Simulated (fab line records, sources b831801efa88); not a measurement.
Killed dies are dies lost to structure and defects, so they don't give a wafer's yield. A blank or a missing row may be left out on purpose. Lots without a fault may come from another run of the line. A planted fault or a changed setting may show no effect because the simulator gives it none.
Chamber matching | flow gf180mcu | GF_STI_CMP_25 on cmp-01: 4 sister chambers
The step polishes, stops on Si3N4, t overpolish 33 s, target thk 524.6 nm. 22 wafers are shown with their chamber, then 10 later ones without.

WAFERS WITH THEIR CHAMBER
wafer  | chamber | motor_current_A (A) | time_to_endpoint_s (s) | edge_zone_pressure_frac
L635.1 | 0       | 12.6                | 135                    | 1.008
L635.2 | 3       | 9.6                 | 121                    | 1.001
L635.6 | 2       | 11.7                | 139                    | 1.000
L636.3 | 0       | 12.8                | 131                    | 0.997
L636.4 | 2       | 12.3                | 134                    | 0.991
L636.6 | 0       | 12.8                | 131                    | 0.995
L637.1 | 1       | 13.1                | 113                    | 1.009
L637.4 | 3       | 10.4                | 116                    | 1.000
L637.5 | 1       | 12.0                | 117                    | 1.008
L639.2 | 1       | 12.7                | 114                    | 0.995
L639.4 | 3       | 10.0                | 118                    | 1.003
L639.5 | 1       | 12.7                | 115                    | 1.000
L641.2 | 2       | 11.9                | 129                    | 0.991
L641.5 | 2       | 11.9                | 125                    | 0.996
L641.6 | 1       | 12.5                | 112                    | 0.994
L643.2 | 1       | 12.3                | 117                    | 1.000
L643.6 | 2       | 12.1                | 128                    | 0.994
L651.2 | 2       | 11.4                | 132                    | 1.000
L651.5 | 0       | 13.3                | 126                    | 0.998
L651.6 | 3       | 10.1                | 120                    | 1.000
L653.2 | 0       | 12.6                | 124                    | 0.995
L653.3 | 2       | 12.1                | 130                    | 0.992

SIGNATURES (means of the wafers above)
reading                 | chamber 0 | chamber 1 | chamber 2 | chamber 3 | scatter within a chamber
motor_current_A         | 12.820    | 12.550    | 11.914    | 10.025    | 0.325
time_to_endpoint_s      | 129.40    | 114.67    | 131.00    | 118.75    | 3.63
edge_zone_pressure_frac | 0.99860   | 1.00100   | 0.99486   | 1.00100   | 0.00481
Rule: a wafer's distance from a chamber is the root of the sum, over the readings, of the square of ((its reading less the chamber's mean) divided by the reading's scatter). The wafer belongs to the nearest chamber; if the next one is less than 2 further off, it can't be placed. The scatter: the root of (the sum of the squares of (reading less its chamber's mean) over the shown wafers, divided by (wafers less chambers)).

WAFERS WITHOUT THEIR CHAMBER
wafer  | motor_current_A (A) | time_to_endpoint_s (s) | edge_zone_pressure_frac
L653.4 | 10.0                | 117                    | 1.001
L655.3 | 13.6                | 122                    | 1.005
L655.5 | 12.6                | 133                    | 0.997
L655.6 | 9.9                 | 115                    | 1.009
L656.2 | 10.0                | 116                    | 1.000
L656.4 | 12.3                | 127                    | 1.000
L656.5 | 12.7                | 121                    | 1.000
L657.2 | 12.1                | 126                    | 1.011
L657.4 | 13.7                | 109                    | 1.003
L657.6 | 10.1                | 115                    | 1.001

WHICH CHAMBER EACH WENT THROUGH
wafer  | from the rows above          | in truth
L653.4 | 3                            | 3
L655.3 | can't be placed: 0 or 1      | 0
L655.5 | can't be placed: 0 or 2      | 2
L655.6 | 3                            | 3
L656.2 | 3                            | 3
L656.4 | can't be placed: 0 or 2 or 1 | 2
L656.5 | can't be placed: 1 or 0      | 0
L657.2 | can't be placed: 0 or 2 or 1 | 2
L657.4 | 1                            | 1
L657.6 | 3                            | 3
Placed correctly: 5 of 10. Can't be placed from these rows: 5 (the true chamber is among the candidates in 5). Placed wrongly: 0.
